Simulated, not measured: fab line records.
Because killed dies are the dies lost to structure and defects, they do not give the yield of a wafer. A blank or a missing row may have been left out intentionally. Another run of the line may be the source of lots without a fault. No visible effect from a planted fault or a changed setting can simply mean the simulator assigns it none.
Which of the tools did it? ; flow gf180mcu ; 7 lots, 20 wafers sampled, at 2 steps of a route of 602

== WHAT EACH GAUGE READ, for each wafer ==
GF_HV_LDD_RS_MEAS_53: a four-point-probe measurement.
lot;measured;on;HV_LDD_RS (ohm/sq)
L666;day 13 08:53;film-metro-02;418.8 417.1 418.4
L668;day 14 01:23;film-metro-03;418.5 417.5 418.0
L672;day 15 01:27;film-metro-03;417.6 417.9 418.0
L674;day 15 19:09;film-metro-02;418.2 418.9 418.9
L677;day 16 17:50;film-metro-03;424.7 423.9
L685;day 19 14:47;film-metro-04;418.5 417.2 418.0
L687;day 20 03:20;film-metro-03;418.9 419.0 418.6

== WHICH TOOL RAN EACH LOT (tool, then ch and the chambers of the sampled wafers, then the start) ==
lot;GF_HV_LDD_IMPLANT_36
L666;implanter-02 ch 0, day 12 12:15
L668;implanter-01 ch 0, day 13 04:10
L672;implanter-04 ch 0, day 14 03:53
L674;implanter-02 ch 0, day 14 21:08
L677;implanter-02 ch 0, day 15 19:11
L685;implanter-01 ch 0, day 18 13:19
L687;implanter-04 ch 0, day 19 02:18
- GF_HV_LDD_IMPLANT_36

== THE ANSWER, worked out from the rows above alone ==
Rule: the lots themselves supply what counts as usual. Put in order of their means at a reading, lots are off if they are a third of the lots or fewer, leave a main group of 4 or more, and stand apart from it by a gap of 3 or more times the standard deviation of the main group's means; of several such gaps the widest counts. A main group is skipped when, at the precision printed for the reading in the tables above, its means are all equal. A lot without any number at a reading at which 4 lots or more have one is off too. Any other lot the step has rows for is counted as sound.
Off: L677, seen at GF_HV_LDD_RS_MEAS_53 (HV_LDD_RS). The main group: mean 418.2 ohm/sq, standard deviation 0.39.
If a tool, at a process step before that reading, ran all the lots that are off and no sound lot after the first of them, it fits. The gauges at GF_HV_LDD_RS_MEAS_53 are tried like those tools. One fits: GF_HV_LDD_IMPLANT_36 on implanter-02. A fault onset in the window from L674 (day 14 21:08, its last sound lot) to L677 (day 15 19:11, its first lot off) fits.

== WHAT THE SIMULATOR PUT IN ==
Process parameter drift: implanter-02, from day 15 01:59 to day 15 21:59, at GF_HV_LDD_IMPLANT_36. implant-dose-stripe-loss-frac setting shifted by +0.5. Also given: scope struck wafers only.
Struck lots among those shown: L677. The rule above found the same.
